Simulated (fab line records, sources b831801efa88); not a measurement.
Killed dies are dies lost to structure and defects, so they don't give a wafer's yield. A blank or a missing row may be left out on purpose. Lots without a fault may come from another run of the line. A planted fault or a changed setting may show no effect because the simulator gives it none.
A struck lot beside a sound one | flow sky130 | 18 steps out of a route of 708
Sound: wafers L524.1, L524.2, L524.6. Struck: wafer L531.5. (L531.4, L531.6 of the same lot were not struck and are left out.) The cause comes at the end.
At each step with rows: each side's tool, then ch and its chambers, then its first start. Under that, the readings that differ: sound wafers | struck wafers | difference of the means | sigmas: that difference in standard deviations of wafers without a fault.
alike: readings whose means differ by less than 2 such deviations, and words and numbers that are the same on both sides. not compared: withheld readings, readings that some wafer has no value for, bounds like >300 that may hide the same value, and numbers for which the record gives no deviation and whose values overlap.
The two part at a step that has a row with sigmas, a row that says differs or no value, or rows on one side only. Numbers that don't overlap but have no deviation are shown without sigmas and don't part them. A reading that every wafer of one side lacks parts them only if that side has two wafers or more.

first, 5 steps without rows for these wafers: SKY_VIA4_COAT_06 (resist thk 1140 nm); SKY_VIA4_SOFTBAKE_07 (time 60 s); SKY_VIA4_EXPOSE_08 (exposes mask VIM4, target cd 800 nm); SKY_VIA4_PEB_09; SKY_VIA4_DEVELOP_10 (develop time 60 s).
SKY_VIA4_OVL_MEAS_11:
  sound on overlay-01, day 44 12:05; struck on overlay-01, day 46 07:04
  reading       | sound         | struck | difference | sigmas
  VIA4_OVL (nm) | 1.1 -1.3 -0.1 | 2.7    | +2.8       | +2
SKY_VIA4_ETCH_12: etches SiO2 in C4F8/O2/Ar, stops on TiN, target depth 580 nm.
  sound on rie_diel-04 ch 1,2, day 44 12:08; struck on rie_diel-01 ch 1, day 46 07:05
  alike: oes_product_au
SKY_VIA4_STRIP_13: strips in O2/N2.
  sound on plasma_asher-01 ch 0,1, day 44 12:12; struck on plasma_asher-01 ch 1, day 46 07:11
  reading                      | sound             | struck | difference | sigmas
  strip_time_to_endpoint_s (s) | 12.80 12.79 12.76 | 12.85  | +0.07      | +2
  alike: drypump_motor_current_A, oes_product_au
  not compared: rf_hours_counter_h
then, 3 steps without rows for these wafers: SKY_VIA4_STRIP_14 (strips in post etch residue remover, time 1200 s); SKY_VIA4_CLEAN_15 (cleans in IPA, time 180 s); SKY_VIA4_CLEAN_16 (cleans in O3/DIW).
SKY_VIA4_SPUTTER_17: material TiN, target thk 20 nm, time 80 s.
  sound on pvd_sputter-02, day 44 12:48; struck on pvd_sputter-04, day 46 07:45
  alike: chamber_pressure_pa, throttle_valve_pct
SKY_VIA4_CVD_18: deposits W, target thk 505 nm, time 152.14 s.
  sound on cvd_w-01 ch 0,1, day 44 12:52; struck on cvd_w-01 ch 0, day 46 07:52
  reading                            | sound                | struck | difference | sigmas
  susceptor_temp_C (C)               | 399.82 400.22 399.85 | 406.14 | +6.18      | +27
  model.W_of_VIA4_CVD_18.thk_nm (nm) | 494.1 490.3 500.7    | 561.5  | +66.5      |
  alike: heater_power_w
SKY_VIA4_RS_MEAS_19: measures by four-point-probe.
  sound on film_metro-01, day 44 13:01; struck on film_metro-03, day 46 08:01
  reading            | sound             | struck | difference | sigmas
  VIA4_W_RS (ohm/sq) | 0.231 0.232 0.228 | 0.204  | -0.026     | -5
SKY_VIA4_THK_MEAS_20: measures by xrf.
  sound on film_metro-01, day 44 13:08; struck on film_metro-03, day 46 08:07
  reading         | sound       | struck | difference | sigmas
  VIA4_W_THK (nm) | 494 491 501 | 549    | +54        | +4
SKY_VIA4_CMP_21: polishes, stops on SiO2, t overpolish 25 s, target thk 0 nm.
  sound on cmp-01 ch 0,1,2, day 44 13:17; struck on cmp-02 ch 2, day 46 09:11
  reading                | sound       | struck | difference | sigmas
  time_to_endpoint_s (s) | 115 119 116 | 141    | +24        | +5
  alike: motor_current_A, retaining_ring_pressure_frac
SKY_METAL5_SPUTTER_00: material Ti, target thk 15 nm, time 10 s.
  sound on pvd_sputter-02, day 44 13:29; struck on pvd_sputter-01, day 46 09:29
  reading                  | sound                | struck | difference | sigmas
  chamber_pressure_pa (Pa) | 0.4025 0.3996 0.3997 | 0.3986 | -0.0020    | -2
  alike: throttle_valve_pct
then, 1 step without rows for these wafers: SKY_PAD_OPEN_PROBE_99.

WHERE THEY PART
First at SKY_VIA4_OVL_MEAS_11; last, within this record, at SKY_METAL5_SPUTTER_00.

WHY: what the simulator had put in
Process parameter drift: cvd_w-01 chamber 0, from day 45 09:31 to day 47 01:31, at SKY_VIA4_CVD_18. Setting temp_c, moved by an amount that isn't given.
